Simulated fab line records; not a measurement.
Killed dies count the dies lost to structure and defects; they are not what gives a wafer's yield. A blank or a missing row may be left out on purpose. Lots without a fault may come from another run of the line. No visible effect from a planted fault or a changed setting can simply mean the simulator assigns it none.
fab line records	flow gf180mcu
record: lots: 24	wafers: 72	last_day: 34
route steps=602 shown SALICIDE@286 M3@409 M4@471 V5@563 TOP_METAL@570 PASSIVATION@598
lots that met no fault: from a run of the same line without faults
start_h: start of the lot's first displayed wafer, in hours after the record's first day	wait_h: time in hours since the lot's previous step	" unchanged from the row above	L1.1+2: a single row standing in for several wafers	- either no value or no given start	* or withheld: withheld	< > ~ a bound
route shown NAME@n: a module of which the file shows steps, and the number in the route of the first	usual: mean/standard deviation taken from wafers without a fault	same: alike in all rows	chamber/n: place in a boat	sites: the reading at each site	_std_site: standard deviation of those values	_edge_site: the outer-site mean with the inner-site mean subtracted	radius_mm: for every site, how far away it sits from the centre of the wafer	mask NAME#n: copy n	behind: tool/chamber where the wafer was last shaped	hold: what put the lot on hold/how long, in hours/how the hold closed	device: which transistor (n, p or np) failed to switch	end of line: the tests these same wafers got at the end of their route	where a step has no rows: the recipe by itself	killed: at the first sort, the dies lost to defects and structure; wafer yield is something else	map: dies across one wafer; x = killed, . = not, _ = none there
set.NAME: the setting that was run; set.NAME@STEP: the one run at that earlier step	model.NAME: the simulator's own value behind a step, which no gauge read
a sample of lots followed through the steps of the route, with each step as a table and each wafer as a row
services: a tool's chamber out of use, with start hour (start_h, from the record's first day; less than 0 if before it), hours out, and reason
== steps ==
step: GF_SALICIDE_RTA_08
recipe: temp_c: 800	time_s: 30	ambient: N2
usual: lamp_power_pct: 18.0/2.4	wafer_temp_C_max: 804.6/1.5
lot.wafer	tool	chamber	start_h	wait_h	lamp_power_pct	wafer_temp_C_max
L074.2	rtp_anneal-02	0	344.81	0.0	20.0	806.2
L074.3	"	0	"	"	20.1	806.7
L074.4	"	0	"	"	20.1	805.4
L075.2	rtp_anneal-02	0	360.44	0.0	20.1	805.9
L075.5	"	0	"	"	20.1	805.1
L075.6	"	0	"	"	20.0	805.5
L076.1	rtp_anneal-01	0	363.93	0.0	15.2	803.3
L076.3	"	0	"	"	15.2	803.8
L076.6	"	0	"	"	15.2	803.0
L077.2	rtp_anneal-02	0	369.32	0.0	20.0	807.4
L077.3	"	0	"	"	20.0	805.6
L077.6	"	0	"	"	20.0	805.0
L078.1	rtp_anneal-01	0	378.12	0.0	15.2	805.0
L078.2	"	0	"	"	15.2	803.5
L078.3	"	0	"	"	15.2	802.3
L079.3	rtp_anneal-02	0	385.76	0.0	20.0	804.8
L079.4	"	0	"	"	20.0	804.3
L079.5	"	0	"	"	20.0	806.0
L080.1	rtp_anneal-01	0	401.58	0.0	15.2	802.2
L080.2	"	0	"	"	15.2	803.2
L080.6	"	0	"	"	15.2	802.5
L081.1	rtp_anneal-02	0	412.79	0.0	20.0	805.7
L081.3	"	0	"	"	20.0	806.7
L081.6	"	0	"	"	20.0	807.1
L082.1	rtp_anneal-01	0	416.91	0.0	15.2	803.1
L082.2	"	0	"	"	15.2	801.9
L082.3	"	0	"	"	15.2	802.4
L083.1	rtp_anneal-02	0	423.04	0.0	20.0	806.5
L083.3	"	0	"	"	20.1	808.1
L083.5	"	0	"	"	20.0	805.5
L084.1	rtp_anneal-01	0	424.70	0.0	15.2	803.3
L084.2	"	0	"	"	15.2	803.7
L084.3	"	0	"	"	15.2	803.2
L085.4	rtp_anneal-02	0	438.44	0.1	20.0	807.5
L085.5	"	0	"	"	20.1	805.6
L085.6	"	0	"	"	20.0	804.7
L086.1	rtp_anneal-01	0	444.15	0.0	15.2	803.2
L086.4	"	0	"	"	15.2	803.3
L086.5	"	0	"	"	15.2	803.2
L087.4	rtp_anneal-02	0	452.99	0.1	20.0	805.5
L087.5	"	0	"	"	20.1	805.8
L087.6	"	0	"	"	20.0	805.1
L088.1	rtp_anneal-02	0	463.18	0.0	20.0	806.1
L088.2	"	0	"	"	20.0	806.9
L088.5	"	0	"	"	20.0	805.2
L089.1	rtp_anneal-01	0	468.75	0.0	15.2	803.0
L089.5	"	0	"	"	15.2	803.1
L089.6	"	0	"	"	15.2	803.0
L090.2	rtp_anneal-01	0	479.82	0.0	15.2	802.4
L090.3	"	0	"	"	15.2	802.3
L090.4	"	0	"	"	15.2	803.5
L091.2	rtp_anneal-02	0	490.18	0.0	20.0	805.5
L091.3	"	0	"	"	20.0	806.0
L091.6	"	0	"	"	20.0	806.6
L092.1	rtp_anneal-02	0	498.12	0.0	20.1	806.0
L092.3	"	0	"	"	20.0	804.4
L092.4	"	0	"	"	20.1	805.7
L093.1	rtp_anneal-01	0	503.57	0.0	15.2	802.7
L093.3	"	0	"	"	15.2	803.0
L093.6	"	0	"	"	15.2	802.2
L094.1	rtp_anneal-02	0	508.59	0.0	20.1	804.9
L094.3	"	0	"	"	20.1	805.3
L094.6	"	0	"	"	20.1	805.2
L095.3	rtp_anneal-02	0	519.45	0.0	20.0	805.8
L095.4	"	0	"	"	20.0	806.0
L095.6	"	0	"	"	20.1	804.1
L096.2	rtp_anneal-02	0	524.04	0.0	20.0	805.0
L096.4	"	0	"	"	20.1	804.4
L096.6	"	0	"	"	20.0	804.5
L097.3	rtp_anneal-01	0	530.61	0.0	15.2	802.4
L097.5	"	0	"	"	15.2	802.2
L097.6	"	0	"	"	15.2	802.9
step: GF_M3_SPUTTER_00
recipe: material: Ti	target_thk_nm: 37.5	arriving_ion_energy_ev: 80	substrate_temp_c: 200	chamber_pressure_pa: 2	power_w: 4000	time_s: 150
usual: throttle_valve_pct: 29.8/1.2
lot.wafer	tool	chamber	start_h	wait_h	throttle_valve_pct
L074.2	pvd_sputter-04	-	471.05	0.2	30.9
L074.3	"	-	"	"	29.5
L074.4	"	-	"	"	30.3
L075.2	pvd_sputter-01	-	487.36	0.2	29.3
L075.5	"	-	"	"	28.0
L075.6	"	-	"	"	31.7
L076.1	pvd_sputter-04	-	490.45	0.2	29.5
L076.3	"	-	"	"	31.1
L076.6	"	-	"	"	30.2
L077.2	pvd_sputter-03	-	495.65	0.2	31.4
L077.3	"	-	"	"	28.9
L077.6	"	-	"	"	29.3
L078.1	pvd_sputter-01	-	506.49	0.1	29.5
L078.2	"	-	"	"	31.8
L078.3	"	-	"	"	29.1
L079.3	pvd_sputter-01	-	513.47	0.2	28.2
L079.4	"	-	"	"	29.3
L079.5	"	-	"	"	31.9
L080.1	pvd_sputter-03	-	530.12	0.1	28.0
L080.2	"	-	"	"	30.9
L080.6	"	-	"	"	29.3
L081.1	pvd_sputter-01	-	541.24	0.1	29.3
L081.3	"	-	"	"	29.4
L081.6	"	-	"	"	28.0
L082.1	pvd_sputter-01	-	543.91	0.2	31.8
L082.2	"	-	"	"	27.9
L082.3	"	-	"	"	29.2
L084.1	pvd_sputter-03	-	552.21	0.1	29.3
L084.2	"	-	"	"	31.1
L084.3	"	-	"	"	28.1
L083.1	pvd_sputter-01	-	552.75	0.1	29.0
L083.3	"	-	"	"	27.8
L083.5	"	-	"	"	29.4
L085.4	pvd_sputter-04	-	564.73	0.2	30.3
L085.5	"	-	"	"	29.4
L085.6	"	-	"	"	30.9
L086.1	pvd_sputter-03	-	569.60	0.1	30.4
L086.4	"	-	"	"	27.9
L086.5	"	-	"	"	30.6
L087.4	pvd_sputter-03	-	580.24	0.2	29.4
L087.5	"	-	"	"	28.2
L087.6	"	-	"	"	30.5
L088.1	pvd_sputter-03	-	586.01	0.1	31.0
L088.2	"	-	"	"	29.0
L088.5	"	-	"	"	30.4
L089.1	pvd_sputter-03	-	591.54	0.2	28.1
L089.5	"	-	"	"	28.0
L089.6	"	-	"	"	30.5
L090.2	pvd_sputter-01	-	601.51	0.1	31.8
L090.3	"	-	"	"	29.3
L090.4	"	-	"	"	28.0
L091.2	pvd_sputter-01	-	609.34	0.1	29.4
L091.3	"	-	"	"	31.6
L091.6	"	-	"	"	31.7
L092.1	pvd_sputter-04	-	617.89	0.1	31.0
L092.3	"	-	"	"	30.2
L092.4	"	-	"	"	30.5
L093.1	pvd_sputter-01	-	625.11	0.1	31.8
L093.3	"	-	"	"	28.0
L093.6	"	-	"	"	29.7
L094.1	pvd_sputter-01	-	626.99	0.2	31.8
L094.3	"	-	"	"	29.3
L094.6	"	-	"	"	29.6
L095.3	pvd_sputter-01	-	634.40	0.2	32.1
L095.4	"	-	"	"	29.2
L095.6	"	-	"	"	29.6
L096.2	pvd_sputter-01	-	639.47	0.2	29.4
L096.4	"	-	"	"	31.8
L096.6	"	-	"	"	29.3
L097.3	pvd_sputter-01	-	645.60	0.2	29.3
L097.5	"	-	"	"	29.0
L097.6	"	-	"	"	31.8
step: GF_M4_OVL_MEAS_15
usual: M4_OVL: -5/7
lot.wafer	tool	chamber	start_h	wait_h	M4_OVL[nm]
L074.2	overlay-02	-	546.14	0.1	-3
L074.3	"	-	"	"	-8
L074.4	"	-	"	"	-5
L075.2	overlay-01	-	559.89	0.1	8
L075.5	"	-	"	"	-5
L075.6	"	-	"	"	6
L076.1	overlay-01	-	562.03	0.1	-9
L076.3	"	-	"	"	-4
L076.6	"	-	"	"	5
L077.2	overlay-02	-	567.74	0.1	1
L077.3	"	-	"	"	-19
L077.6	"	-	"	"	1
L078.1	overlay-01	-	577.51	0.1	-14
L078.2	"	-	"	"	-12
L078.3	"	-	"	"	-7
L079.3	overlay-02	-	583.97	0.1	1
L079.4	"	-	"	"	-9
L079.5	"	-	"	"	-3
L080.1	overlay-02	-	600.08	0.1	16
L080.2	"	-	"	"	-7
L080.6	"	-	"	"	-9
L081.1	overlay-01	-	609.43	0.1	-7
L081.3	"	-	"	"	-13
L081.6	"	-	"	"	4
L082.1	overlay-01	-	610.91	0.1	-12
L082.2	"	-	"	"	-4
L082.3	"	-	"	"	-3
L084.1	overlay-01	-	619.91	0.1	-7
L084.2	"	-	"	"	-3
L084.3	"	-	"	"	-3
L083.1	overlay-01	-	620.26	0.1	-21
L083.3	"	-	"	"	-20
L083.5	"	-	"	"	-24
L085.4	overlay-01	-	630.80	0.1	0
L085.5	"	-	"	"	-1
L085.6	"	-	"	"	-1
L086.1	overlay-01	-	635.03	0.1	-8
L086.4	"	-	"	"	-6
L086.5	"	-	"	"	-7
L087.4	overlay-01	-	645.75	0.1	-12
L087.5	"	-	"	"	-16
L087.6	"	-	"	"	-8
L088.1	overlay-01	-	650.78	0.1	7
L088.2	"	-	"	"	-17
L088.5	"	-	"	"	-5
L089.1	overlay-01	-	655.46	0.1	1
L089.5	"	-	"	"	-3
L089.6	"	-	"	"	7
L090.2	overlay-02	-	665.34	0.1	0
L090.3	"	-	"	"	-7
L090.4	"	-	"	"	-7
L091.2	overlay-01	-	671.94	0.1	-1
L091.3	"	-	"	"	0
L091.6	"	-	"	"	-6
L092.1	overlay-01	-	680.88	0.1	-13
L092.3	"	-	"	"	-11
L092.4	"	-	"	"	9
L093.1	overlay-01	-	686.73	0.1	9
L093.3	"	-	"	"	7
L093.6	"	-	"	"	-2
L094.1	overlay-02	-	689.18	0.1	-21
L094.3	"	-	"	"	-7
L094.6	"	-	"	"	3
L095.3	overlay-02	-	694.84	0.1	-3
L095.4	"	-	"	"	3
L095.6	"	-	"	"	1
L096.2	overlay-02	-	700.96	0.1	-13
L096.4	"	-	"	"	-10
L096.6	"	-	"	"	-11
L097.3	overlay-01	-	706.44	0.1	-11
L097.5	"	-	"	"	-13
L097.6	"	-	"	"	-6
step: GF_V5_CVD_23
recipe: material: W	target_thk_nm: 350	time_s: 104.9	temp_c: 400	pressure_torr: 40
usual: heater_power_w: 869/51
lot.wafer	tool	chamber	start_h	wait_h	heater_power_w
L074.2	cvd_w-01	0	637.68	0.0	852
L074.3	"	1	"	"	804
L074.4	"	0	"	"	861
L075.2	cvd_w-01	1	647.86	0.0	807
L075.5	"	0	"	"	858
L075.6	"	1	"	"	799
L076.1	cvd_w-01	1	651.25	0.0	787
L076.3	"	1	"	"	792
L076.6	"	1	"	"	799
L077.2	cvd_w-02	0	655.20	0.0	858
L077.3	"	1	"	"	939
L077.6	"	1	"	"	930
L078.1	cvd_w-02	1	664.42	0.0	945
L078.2	"	0	"	"	870
L078.3	"	0	"	"	876
L079.3	cvd_w-01	1	671.87	0.1	801
L079.4	"	0	"	"	890
L079.5	"	0	"	"	857
L080.1	cvd_w-01	1	684.51	0.0	784
L080.2	"	0	"	"	859
L080.6	"	1	"	"	786
L081.1	cvd_w-01	1	693.13	0.0	786
L081.3	"	1	"	"	781
L081.6	"	1	"	"	796
L082.1	cvd_w-02	1	695.53	0.0	927
L082.2	"	0	"	"	872
L082.3	"	1	"	"	932
L084.1	cvd_w-02	1	703.60	0.0	947
L084.2	"	0	"	"	872
L084.3	"	0	"	"	867
L083.1	cvd_w-02	1	704.76	0.0	927
L083.3	"	1	"	"	906
L083.5	"	0	"	"	864
L085.4	cvd_w-02	0	713.27	0.1	865
L085.5	"	1	"	"	951
L085.6	"	0	"	"	882
L086.1	cvd_w-02	0	718.48	0.0	876
L086.4	"	1	"	"	928
L086.5	"	0	"	"	898
L087.4	cvd_w-01	0	727.04	0.1	884
L087.5	"	1	"	"	786
L087.6	"	0	"	"	877
L088.1	cvd_w-01	1	731.23	0.0	815
L088.2	"	0	"	"	874
L088.5	"	0	"	"	861
L089.1	cvd_w-02	0	735.48	0.0	881
L089.5	"	0	"	"	865
L089.6	"	1	"	"	939
L090.2	cvd_w-02	1	744.85	0.0	911
L090.3	"	0	"	"	888
L090.4	"	1	"	"	937
L091.2	cvd_w-01	1	750.31	0.0	805
L091.3	"	0	"	"	870
L091.6	"	1	"	"	805
L092.1	cvd_w-01	1	757.43	0.0	790
L092.3	"	1	"	"	793
L092.4	"	0	"	"	840
L093.1	cvd_w-01	1	762.70	0.0	804
L093.3	"	1	"	"	793
L093.6	"	0	"	"	856
L094.1	cvd_w-02	0	765.98	0.0	859
L094.3	"	0	"	"	872
L094.6	"	0	"	"	892
L095.3	cvd_w-02	0	770.30	0.1	898
L095.4	"	1	"	"	951
L095.6	"	1	"	"	930
L096.2	cvd_w-02	1	774.85	0.0	962
L096.4	"	1	"	"	937
L096.6	"	0	"	"	884
L097.3	cvd_w-01	0	779.41	0.1	886
L097.5	"	1	"	"	794
L097.6	"	0	"	"	874
step: GF_TOP_METAL_SPUTTER_03
recipe: material: Ti	target_thk_nm: 5	substrate_temp_c: 300	chamber_pressure_pa: 0.3	power_w: 3000	time_s: 3.3
usual: throttle_valve_pct: 30.0/1.2
lot.wafer	tool	chamber	start_h	wait_h	throttle_valve_pct
L074.2	pvd_sputter-03	-	638.44	0.0	27.9
L074.3	"	-	"	"	29.2
L074.4	"	-	"	"	30.9
L075.2	pvd_sputter-03	-	648.63	0.0	31.0
L075.5	"	-	"	"	30.9
L075.6	"	-	"	"	29.2
L076.1	pvd_sputter-02	-	652.02	0.0	31.3
L076.3	"	-	"	"	31.0
L076.6	"	-	"	"	30.8
L077.2	pvd_sputter-01	-	655.97	0.0	29.3
L077.3	"	-	"	"	31.9
L077.6	"	-	"	"	28.3
L078.1	pvd_sputter-01	-	665.19	0.0	32.1
L078.2	"	-	"	"	28.4
L078.3	"	-	"	"	29.3
L079.3	pvd_sputter-02	-	672.60	0.0	30.3
L079.4	"	-	"	"	32.0
L079.5	"	-	"	"	31.8
L080.1	pvd_sputter-02	-	685.28	0.0	32.1
L080.2	"	-	"	"	30.2
L080.6	"	-	"	"	30.1
L081.1	pvd_sputter-02	-	693.90	0.0	30.5
L081.3	"	-	"	"	31.1
L081.6	"	-	"	"	30.7
L082.1	pvd_sputter-03	-	696.29	0.0	29.2
L082.2	"	-	"	"	30.9
L082.3	"	-	"	"	30.5
L084.1	pvd_sputter-01	-	704.37	0.0	28.2
L084.2	"	-	"	"	31.9
L084.3	"	-	"	"	29.7
L083.1	pvd_sputter-01	-	705.53	0.0	29.4
L083.3	"	-	"	"	31.8
L083.5	"	-	"	"	31.8
L085.4	pvd_sputter-03	-	714.01	0.0	31.0
L085.5	"	-	"	"	30.4
L085.6	"	-	"	"	28.1
L086.1	pvd_sputter-01	-	719.24	0.0	29.3
L086.4	"	-	"	"	31.8
L086.5	"	-	"	"	29.3
L087.4	pvd_sputter-03	-	727.78	0.0	30.3
L087.5	"	-	"	"	27.9
L087.6	"	-	"	"	31.2
L088.1	pvd_sputter-03	-	731.99	0.0	28.1
L088.2	"	-	"	"	29.1
L088.5	"	-	"	"	30.3
L089.1	pvd_sputter-01	-	736.24	0.0	29.4
L089.5	"	-	"	"	29.3
L089.6	"	-	"	"	29.2
L090.2	pvd_sputter-02	-	746.00	0.0	30.9
L090.3	"	-	"	"	30.9
L090.4	"	-	"	"	31.9
L091.2	pvd_sputter-03	-	751.07	0.0	31.1
L091.3	"	-	"	"	30.1
L091.6	"	-	"	"	29.1
L092.1	pvd_sputter-01	-	758.20	0.0	29.1
L092.3	"	-	"	"	31.7
L092.4	"	-	"	"	31.6
L093.1	pvd_sputter-03	-	763.47	0.0	31.1
L093.3	"	-	"	"	29.2
L093.6	"	-	"	"	31.1
L094.1	pvd_sputter-01	-	766.75	0.0	31.6
L094.3	"	-	"	"	28.0
L094.6	"	-	"	"	29.1
L095.3	pvd_sputter-01	-	771.03	0.0	29.1
L095.4	"	-	"	"	29.5
L095.6	"	-	"	"	31.7
L096.2	pvd_sputter-02	-	775.62	0.0	30.7
L096.4	"	-	"	"	31.0
L096.6	"	-	"	"	31.0
L097.3	pvd_sputter-01	-	780.14	0.0	28.1
L097.5	"	-	"	"	29.4
L097.6	"	-	"	"	29.7
step: GF_PASSIVATION_ETCH_11
recipe: chemistry: CF4/O2	target_depth_nm: 1800	stop_on: TiN	source_w: 800	bias_w: 150	pressure_mtorr: 150	cf4_flow_sccm: 80	O2_flow_sccm: 10	time_s: 400
usual: drypump_motor_current_A: 5.8/0.37	oes_product_au: 0.965/0.0076	throttle_valve_pct: 5.962/0.01
lot.wafer	tool	chamber	start_h	wait_h	drypump_motor_current_A	oes_product_au	rf_hours_counter_h	throttle_valve_pct
L074.2	rie_diel-01	3	678.58	-	5.5	0.959	7	5.960
L074.3	"	2	"	"	6.1	0.963	23	5.973
L074.4	"	0	"	"	6.0	0.961	47	5.966
L075.2	rie_diel-02	0	688.26	-	6.1	0.970	3	5.976
L075.5	"	1	"	"	5.5	0.970	-	5.969
L075.6	"	2	"	"	6.3	0.985	-	5.972
L076.1	rie_diel-01	3	691.56	-	5.4	0.965	7	5.964
L076.3	"	2	"	"	6.2	0.965	23	5.953
L076.6	"	0	"	"	6.0	0.961	-	5.967
L077.2	rie_diel-02	1	695.06	-	5.5	0.962	25	5.970
L077.3	"	3	"	"	5.7	0.958	14	5.948
L077.6	"	3	"	"	5.7	0.964	-	5.967
L078.1	rie_diel-01	1	704.16	-	5.4	0.967	5	5.963
L078.2	"	2	"	"	6.1	0.960	24	5.971
L078.3	"	3	"	"	5.5	0.958	8	5.952
L079.3	rie_diel-01	1	711.43	-	5.4	0.943	5	5.954
L079.4	"	2	"	"	6.2	0.971	24	5.973
L079.5	"	0	"	"	6.0	0.956	-	5.967
L080.1	rie_diel-02	3	723.36	-	5.7	0.953	16	5.959
L080.2	"	0	"	"	6.2	0.955	5	5.955
L080.6	"	1	"	"	5.5	0.962	-	5.969
L081.1	rie_diel-02	0	731.43	-	6.2	0.961	5	5.967
L081.3	"	3	"	"	5.7	0.951	16	5.960
L081.6	"	2	"	"	6.3	0.962	-	5.952
L082.1	rie_diel-04	2	733.41	-	5.4	0.967	1	5.947
L082.2	"	0	"	"	5.3	0.957	12	5.954
L082.3	"	1	"	"	6.1	0.966	8	5.953
L084.1	rie_diel-01	0	742.06	-	6.0	0.955	50	5.959
L084.2	"	2	"	"	6.1	0.958	26	5.958
L084.3	"	3	"	"	5.5	0.960	10	5.963
L083.1	rie_diel-02	3	742.98	-	5.7	0.959	16	5.972
L083.3	"	1	"	"	5.5	0.962	27	5.946
L083.5	"	1	"	"	5.5	0.975	-	5.951
L085.4	rie_diel-01	1	750.31	-	5.4	0.966	7	5.960
L085.5	"	3	"	"	5.4	0.969	-	5.947
L085.6	"	2	"	"	6.1	0.968	-	5.967
L086.1	rie_diel-02	3	754.93	-	5.7	0.958	17	5.964
L086.4	"	1	"	"	5.5	0.981	27	5.974
L086.5	"	3	"	"	5.7	0.977	-	5.966
L087.4	rie_diel-01	1	763.23	-	5.4	0.972	-	5.963
L087.5	"	2	"	"	6.1	0.974	-	5.976
L087.6	"	3	"	"	5.5	0.972	-	5.986
L088.1	rie_diel-04	3	767.13	-	6.4	0.959	36	5.974
L088.2	"	1	"	"	6.1	0.968	10	5.970
L088.5	"	1	"	"	6.1	0.973	-	5.973
L089.1	rie_diel-02	2	770.23	-	6.3	0.958	23	5.959
L089.5	"	2	"	"	6.3	0.972	-	5.961
L089.6	"	1	"	"	5.5	0.970	-	5.958
L090.2	rie_diel-02	2	778.96	-	6.4	0.946	24	5.936
L090.3	"	0	"	"	6.2	0.953	7	5.958
L090.4	"	0	"	"	6.2	0.983	-	5.962
L091.2	rie_diel-02	0	783.86	-	6.2	0.966	8	5.959
L091.3	"	1	"	"	5.5	0.962	29	5.950
L091.6	"	1	"	"	5.5	0.976	-	5.937
L092.1	rie_diel-02	0	790.62	-	6.2	0.957	8	5.983
L092.3	"	1	"	"	5.5	0.963	30	5.951
L092.4	"	2	"	"	6.4	0.967	-	5.947
L093.1	rie_diel-01	0	795.46	-	6.0	0.966	1	5.974
L093.3	"	3	"	"	5.5	0.956	14	5.938
L093.6	"	2	"	"	6.2	0.976	-	5.973
L094.1	rie_diel-01	3	798.56	-	5.4	0.949	14	5.953
L094.3	"	2	"	"	6.1	0.952	29	5.964
L094.6	"	0	"	"	6.0	0.969	-	5.965
L095.3	rie_diel-04	3	802.66	-	6.3	0.959	38	5.959
L095.4	"	2	"	"	5.4	0.967	4	5.966
L095.6	"	3	"	"	6.3	0.963	-	5.951
L096.2	rie_diel-04	1	806.86	-	6.1	0.958	11	5.969
L096.4	"	0	"	"	5.3	0.958	16	5.972
L096.6	"	2	"	"	5.5	0.961	-	5.954
L097.3	rie_diel-01	2	811.36	-	6.2	0.962	30	5.980
L097.5	"	2	"	"	6.1	0.973	-	5.948
L097.6	"	1	"	"	5.4	0.961	-	5.958
== services ==
tool	chamber	start_h	hours	kind
rie_diel-01	2	378.06	2.3	repair
cvd_w-02	-	390.00	14.0	pm
pvd_sputter-03	-	395.37	3.4	repair
cvd_w-01	-	424.82	6.9	pm
pvd_sputter-01	-	439.97	5.4	repair
rie_diel-02	3	445.74	4.7	repair
pvd_sputter-03	-	449.18	5.0	repair
rie_diel-01	2	475.27	4.8	repair
rie_diel-02	0	477.85	4.0	repair
pvd_sputter-03	-	503.42	1.4	repair
rie_diel-02	3	523.22	8.1	repair
rie_diel-02	1	530.29	4.9	repair
rie_diel-01	-	568.67	28.1	pm
rie_diel-01	0	606.38	32.7	repair
rtp_anneal-02	-	620.92	7.1	pm
rtp_anneal-02	-	631.60	1.3	pm
cvd_w-01	1	658.84	10.1	repair
cvd_w-01	1	695.57	3.4	repair
cvd_w-01	-	698.71	2.8	pm
rtp_anneal-01	-	718.98	3.7	pm
rie_diel-02	-	736.65	2.8	pm
cvd_w-02	0	745.94	12.5	repair
rie_diel-01	2	757.83	3.0	repair
cvd_w-01	-	786.85	0.5	repair
== key ==
fault none
